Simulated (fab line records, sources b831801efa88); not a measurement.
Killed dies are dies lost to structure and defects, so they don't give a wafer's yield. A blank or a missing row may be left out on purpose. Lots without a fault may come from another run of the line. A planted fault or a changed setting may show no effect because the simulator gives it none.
fab line records | flow sky130
record lots=12 wafers=36 last_day=50
route steps=708 shown FIELD_ISO@17 PWDE@47 NWELL@81
lots that met no fault: from a run of the same line without faults
start_h: hours from the record's first day to the start of the lot's first wafer shown | wait_h: hours since the lot's step before | " the same as in the row above | L1.1+2: a row that stands for several wafers | - no value, or no start given | * or withheld: withheld | < > ~ a bound
route shown NAME@n: a module of which the file shows steps, and the number in the route of the first | usual: mean/standard deviation of fault-free wafers | same: alike in all rows | chamber/n: place in a boat | sites: the reading at each site | _std_site: their standard deviation | _edge_site: outer sites' mean less inner sites' | radius_mm: how far each site lies from the wafer's centre | mask NAME#n: copy n | behind: the tool/chamber that last shaped the wafer | hold: why the lot was held/for how many hours/how that ended | device: the transistor (n, p or np) that didn't switch | end of line: the same wafers' tests at the end of the route | a step without rows: its recipe alone | killed: dies lost to structure and defects at the first sort, not the wafer's yield | map: a wafer's dies, x killed, . not, _ none there
set.NAME: the setting as run; set.NAME@STEP: as run at that earlier step | model.NAME: the simulator's own value behind a step, which no gauge read
steps of the route over a sample of lots; a table a step, a row a wafer
services: from which hour (start_h, from the record's first day; less than 0 if before it) a tool's chamber was out of use, for how many hours, and why
## steps
# step SKY_FIELD_ISO_STRIP_16
# recipe chemistry=O2/N2 power_w=1400 pressure_mtorr=1500 platen_temp_c=withheld o2_flow_sccm=3000 n2_flow_sccm=300 overash_fraction=0.5
# usual drypump_motor_current_A=5.8/0.52 oes_product_au=0.378/0.0046 strip_time_to_endpoint_s=3.545/0.028
# columns lot.wafer tool chamber start_h wait_h drypump_motor_current_A oes_product_au rf_hours_counter_h strip_time_to_endpoint_s
L382.2 plasma_asher-02 1 29.75 0.0 6.4 0.378 33 3.558
L382.4 " 1 " " 6.4 0.377 - 3.530
L382.6 " 1 " " 6.4 0.387 - 3.541
L383.1 plasma_asher-04 0 36.65 0.0 5.9 0.376 36 3.536
L383.2 " 1 " " 5.7 0.380 36 3.561
L383.4 " 1 " " 5.8 0.380 - 3.547
L384.2 plasma_asher-03 0 40.48 0.0 5.2 0.374 36 3.536
L384.3 " 0 " " 5.2 0.376 - 3.521
L384.4 " 1 " " 6.3 0.373 - 3.516
L392.2 plasma_asher-03 0 83.48 0.0 5.2 0.375 40 3.530
L392.4 " 1 " " 6.2 0.384 - 3.567
L392.6 " 1 " " 6.3 0.377 - 3.532
L393.2 plasma_asher-04 0 88.88 0.1 5.9 0.375 41 3.556
L393.5 " 0 " " 5.9 0.373 - 3.553
L393.6 " 1 " " 5.7 0.379 - 3.584
L394.2 plasma_asher-02 1 93.85 0.0 6.4 0.380 39 3.578
L394.4 " 1 " " 6.5 0.376 - 3.559
L394.6 " 1 " " 6.4 0.384 - 3.597
L395.2 plasma_asher-02 0 100.09 0.0 5.1 0.374 40 3.519
L395.4 " 1 " " 6.4 0.374 - 3.497
L395.5 " 1 " " 6.4 0.368 - 3.492
L399.2 plasma_asher-04 1 116.20 0.0 5.8 0.384 44 3.554
L399.3 " 0 " " 5.9 0.384 - 3.563
L399.6 " 1 " " 5.8 0.381 - 3.578
L401.2 plasma_asher-02 1 127.48 0.0 6.4 0.376 42 3.525
L401.5 " 1 " " 6.4 0.376 - 3.555
L401.6 " 0 " " 5.1 0.376 - 3.521
L402.1 plasma_asher-03 1 133.48 0.0 6.3 0.380 1 3.544
L402.4 " 1 " " 6.3 0.378 - 3.504
L402.6 " 0 " " 5.2 0.369 - 3.526
L404.2 plasma_asher-02 0 143.84 0.0 5.1 0.375 44 3.516
L404.4 " 1 " " 6.4 0.384 - 3.566
L404.5 " 1 " " 6.4 0.383 - 3.590
L405.2 plasma_asher-04 1 148.40 0.0 5.7 0.386 47 3.543
L405.4 " 1 " " 5.7 0.371 - 3.478
L405.6 " 0 " " 6.0 0.372 - 3.490
# step SKY_PWDE_COAT_02
# recipe spin_rpm=2000 resist_thk_nm=3000
# columns lot.wafer tool chamber start_h wait_h
L382.2+4+6 litho_track-01 0 62.88 0.1
L383.1+2+4 litho_track-04 0 69.07 0.1
L384.2+3+4 litho_track-03 0 73.19 0.1
L392.2+4+6 litho_track-03 0 115.34 0.1
L393.2+5+6 litho_track-03 0 121.94 0.1
L394.2+4+6 litho_track-04 0 126.84 0.1
L395.2+4+5 litho_track-01 0 136.33 0.1
L399.2+3+6 litho_track-04 0 152.14 0.1
L401.2+5+6 litho_track-04 0 161.79 0.1
L402.1+4+6 litho_track-01 0 167.91 0.1
L404.2+4+5 litho_track-01 0 182.93 0.1
L405.2+4+6 litho_track-04 0 187.14 0.1
# step SKY_PWDE_STRIP_09
# recipe chemistry=O2/N2 power_w=1400 pressure_mtorr=1500 platen_temp_c=withheld o2_flow_sccm=3000 n2_flow_sccm=300 overash_fraction=0.5
# usual drypump_motor_current_A=5.7/0.57 oes_product_au=0.723/0.005 strip_time_to_endpoint_s=36.90/0.1
# columns lot.wafer tool chamber start_h wait_h drypump_motor_current_A oes_product_au rf_hours_counter_h strip_time_to_endpoint_s
L382.2 plasma_asher-02 1 71.34 0.1 6.4 0.723 37 36.79
L382.4 " 1 " " 6.4 0.734 - 36.83
L382.6 " 0 " " 5.1 0.722 - 36.72
L383.1 plasma_asher-03 0 77.25 0.1 5.2 0.733 39 36.95
L383.2 " 1 " " 6.3 0.725 39 36.97
L383.4 " 0 " " 5.2 0.719 - 36.91
L384.2 plasma_asher-01 1 82.20 0.1 5.2 0.725 27 36.78
L384.3 " 1 " " 5.2 0.723 - 36.91
L384.4 " 0 " " 6.2 0.722 - 36.97
L392.2 plasma_asher-03 0 124.94 0.1 5.2 0.715 1 34.49
L392.4 " 0 " " 5.2 0.717 - 34.32
L392.6 " 1 " " 6.3 0.730 - 34.59
L393.2 plasma_asher-02 1 132.30 0.1 6.5 0.724 43 34.31
L393.5 " 0 " " 5.1 0.722 - 34.37
L393.6 " 1 " " 6.4 0.720 - 34.36
L394.2 plasma_asher-01 0 136.19 0.1 6.1 0.727 33 36.89
L394.4 " 1 " " 5.2 0.720 - 36.79
L394.6 " 0 " " 6.2 0.714 - 36.95
L395.2 plasma_asher-01 0 145.90 0.1 6.2 0.717 34 36.85
L395.4 " 0 " " 6.1 0.734 - 36.76
L395.5 " 1 " " 5.2 0.727 - 36.93
L399.2 plasma_asher-03 0 162.50 0.1 5.2 0.729 4 36.87
L399.3 " 0 " " 5.2 0.732 - 36.83
L399.6 " 0 " " 5.2 0.721 - 36.83
L401.2 plasma_asher-03 0 172.35 0.1 5.2 0.724 6 37.01
L401.5 " 0 " " 5.2 0.717 - 37.12
L401.6 " 1 " " 6.3 0.724 - 37.15
L402.1 plasma_asher-03 1 178.50 0.1 6.3 0.725 6 36.85
L402.4 " 1 " " 6.3 0.730 - 36.94
L402.6 " 0 " " 5.2 0.727 - 36.98
L404.2 plasma_asher-02 0 193.70 0.1 5.1 0.719 48 37.04
L404.4 " 0 " " 5.1 0.724 - 36.94
L404.5 " 1 " " 6.4 0.723 - 36.98
L405.2 plasma_asher-01 0 197.10 0.1 6.1 0.714 39 37.03
L405.4 " 1 " " 5.2 0.726 - 37.08
L405.6 " 0 " " 6.1 0.723 - 37.03
# step SKY_NWELL_RTA_28
# recipe temp_c=1050 time_s=30 idle_temp_c=650 ramp_up_c_per_s=150 ramp_down_c_per_s=90 ambient=N2
# usual lamp_power_pct=25.30/0.055 wafer_temp_C_max=1054.9/0.97
# columns lot.wafer tool chamber start_h wait_h lamp_power_pct wafer_temp_C_max
L382.2 rtp_anneal-02 0 106.22 0.0 25.39 1055.2
L382.4 " 0 " " 25.42 1054.0
L382.6 " 0 " " 25.28 1053.6
L383.1 rtp_anneal-01 0 113.21 0.0 25.31 1054.2
L383.2 " 0 " " 25.34 1053.3
L383.4 " 0 " " 25.37 1053.7
L384.2 rtp_anneal-02 0 117.09 0.0 25.35 1053.8
L384.3 " 0 " " 25.30 1054.8
L384.4 " 0 " " 25.21 1055.9
L392.2 rtp_anneal-01 0 164.33 0.0 25.34 1054.4
L392.4 " 0 " " 25.28 1053.9
L392.6 " 0 " " 25.37 1054.9
L393.2 rtp_anneal-02 0 172.24 0.0 25.30 1055.0
L393.5 " 0 " " 25.43 1056.4
L393.6 " 0 " " 25.35 1056.5
L394.2 rtp_anneal-02 0 176.69 0.0 25.22 1055.5
L394.4 " 0 " " 25.25 1053.7
L394.6 " 0 " " 25.25 1054.4
L395.2 rtp_anneal-02 0 187.39 0.0 25.20 1054.1
L395.4 " 0 " " 25.31 1055.7
L395.5 " 0 " " 25.30 1054.4
L399.2 rtp_anneal-02 0 203.35 0.0 25.29 1054.0
L399.3 " 0 " " 25.27 1057.2
L399.6 " 0 " " 25.39 1054.3
L401.2 rtp_anneal-02 0 213.73 0.0 25.18 1054.9
L401.5 " 0 " " 25.38 1054.5
L401.6 " 0 " " 25.29 1053.4
L402.1 rtp_anneal-02 0 220.21 0.0 25.31 1055.6
L402.4 " 0 " " 25.32 1054.2
L402.6 " 0 " " 25.35 1056.6
L404.2 rtp_anneal-01 0 237.99 0.0 25.32 1055.1
L404.4 " 0 " " 25.30 1054.9
L404.5 " 0 " " 25.27 1055.2
L405.2 rtp_anneal-02 0 241.65 0.0 25.33 1054.4
L405.4 " 0 " " 25.32 1054.9
L405.6 " 0 " " 25.23 1055.6
# step SKY_NWELL_RS_MEAS_31
# recipe thk_meas_gauge=four-point-probe
# usual PWDE_RS=5274/16
# columns lot.wafer tool chamber start_h wait_h PWDE_RS[ohm/sq]
L382.2 film_metro-04 - 106.57 0.1 5259
L382.4 " - " " 5278
L382.6 " - " " 5268
L383.1 film_metro-03 - 113.55 0.1 5286
L383.2 " - " " 5270
L383.4 " - " " 5283
L384.2 film_metro-03 - 117.44 0.1 5256
L384.3 " - " " 5270
L384.4 " - " " 5260
L392.2 film_metro-04 - 164.67 0.1 5279
L392.4 " - " " 5258
L392.6 " - " " 5263
L393.2 film_metro-03 - 172.67 0.1 5248
L393.5 " - " " 5266
L393.6 " - " " 5273
L394.2 film_metro-04 - 177.12 0.1 5279
L394.4 " - " " 5260
L394.6 " - " " 5302
L395.2 film_metro-03 - 187.74 0.1 5240
L395.4 " - " " 5257
L395.5 " - " " 5248
L399.2 film_metro-04 - 203.69 0.1 5259
L399.3 " - " " 5262
L399.6 " - " " 5255
L401.2 film_metro-03 - 214.07 0.1 5257
L401.5 " - " " 5272
L401.6 " - " " 5280
L402.1 film_metro-03 - 220.55 0.1 5295
L402.4 " - " " 5302
L402.6 " - " " 5274
L404.2 film_metro-04 - 238.34 0.1 5271
L404.4 " - " " 5282
L404.5 " - " " 5272
L405.2 film_metro-02 - 241.99 0.1 5291
L405.4 " - " " 5277
L405.6 " - " " 5269
## services
# columns tool chamber start_h hours kind
plasma_asher-01 - 10.88 8.8 repair
plasma_asher-02 - 35.34 1.6 repair
plasma_asher-04 - 74.43 5.3 repair
litho_track-01 - 78.56 - consumable_replace:filter
plasma_asher-02 - 100.66 4.5 repair
plasma_asher-04 - 103.96 1.4 repair
plasma_asher-03 - 108.75 9.0 pm
plasma_asher-03 0 108.75 9.0 vent_cycle
plasma_asher-03 1 108.75 9.0 vent_cycle
plasma_asher-03 0 117.75 - clean
plasma_asher-03 1 117.75 - clean
plasma_asher-02 - 162.67 11.3 repair
rtp_anneal-01 - 169.74 62.9 pm
plasma_asher-01 - 188.62 6.2 repair
plasma_asher-02 - 204.79 2.6 repair
plasma_asher-01 - 226.73 4.3 pm
rtp_anneal-01 - 232.65 2.8 pm
## key
first_sign step=SKY_PWDE_STRIP_09 reading=strip_time_to_endpoint_s direction=down sigmas=25 usual=* struck=*
effect none on later readings
met_at SKY_PWDE_COAT_02
struck_lots L392,L393
tester_left_out L392,L393
not_acting_at SKY_FIELD_ISO_STRIP_16,SKY_NWELL_RTA_28,SKY_NWELL_RS_MEAS_31
onset_between 73.19 115.34
fault kind=process_parameter_drift tool=litho_track-03 chamber=- onset_h=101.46 steps=SKY_PWDE_COAT_02 channel=resist_thk_nm offset=-209.59 shape=step end_h=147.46 acts_in=these_recipes_only stated=3000
# tester_left_out: of these lots the tester's yield and bins aren't shown, on N5 and GAA mostly nor the transistor test; their killed dies are dies lost to structure and defects alone, not to doping, threshold or leakage, so they don't give the yield
